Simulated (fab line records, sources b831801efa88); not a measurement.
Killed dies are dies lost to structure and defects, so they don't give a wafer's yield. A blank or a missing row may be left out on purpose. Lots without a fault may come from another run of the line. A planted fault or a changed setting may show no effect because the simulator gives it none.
Which tool did it? | flow sky130 | 12 lots, 36 wafers sampled, at 2 steps of a route of 708

WHAT THE GAUGES READ, wafer by wafer
SKY_CAPM_OVL_MEAS_12.
lot  | measured     | on         | CAPM_OVL (nm)
L075 | day 37 10:12 | overlay-01 | 0.6 0.5 0.7
L077 | day 37 23:51 | overlay-01 | -2.1 -2.1 -3.8
L079 | day 38 17:45 | overlay-01 | -3.0 -3.8 -3.1
L081 | day 39 10:23 | overlay-02 | -3.1 -2.2 -3.8
L083 | day 40 18:29 | overlay-02 | 0.8 2.0 0.3
L085 | day 40 22:24 | overlay-02 | -1.2 -3.2 -1.7
L087 | day 42 02:59 | overlay-01 | -0.5 -1.0 0.7
L089 | day 42 16:45 | overlay-01 | -1.8 -0.9 -2.7
L091 | day 42 21:18 | overlay-02 | 0.7 1.6 1.8
L093 | day 43 02:18 | overlay-01 | -0.2 -2.0 -1.5
L095 | day 44 03:14 | overlay-01 | -1.1 -0.4 0.4
L097 | day 44 15:14 | overlay-01 | -2.3 0.4 0.5

WHICH TOOL RAN EACH LOT (tool, then ch and the chambers of the sampled wafers, then the start)
lot  | SKY_CONTACT_ETCH_16
L075 | rie_diel-03 ch 1,2,3, day 31 14:59
L077 | rie_diel-03 ch 1,2, day 32 04:47
L079 | rie_diel-02 ch 1,2,3, day 32 23:08
L081 | rie_diel-01 ch 1,2, day 33 17:38
L083 | rie_diel-03 ch 0,1,2, day 35 00:50
L085 | rie_diel-01 ch 0,2,3, day 35 06:14
L087 | rie_diel-01 ch 1,2,3, day 36 14:29
L089 | rie_diel-02 ch 1,2,3, day 37 06:59
L091 | rie_diel-01 ch 0,1,3, day 37 10:41
L093 | rie_diel-01 ch 0,3, day 37 15:56
L095 | rie_diel-01 ch 0,1,3, day 38 20:20
L097 | rie_diel-02 ch 2,3, day 39 12:18
- SKY_CONTACT_ETCH_16: etches BARC in N2/H2, stops on SiO2, time 45.9 s, target depth 60 nm.

THE ANSWER, worked out from the rows above alone
Rule: what is usual is taken from the lots themselves. Put in order of their means at a reading, lots are off if they are a third of the lots or fewer, leave a main group of 4 or more, and stand apart from it by a gap of 3 or more times the standard deviation of the main group's means; of several such gaps the widest counts. A main group whose means are all the same, to the digits that the tables above print for the reading, isn't used. A lot without any number at a reading at which 4 lots or more have one is off too. The other lots that the step has rows for count as sound.
No lot is off at any reading shown: from this, nothing can be told.

WHAT THE SIMULATOR HAD PUT IN
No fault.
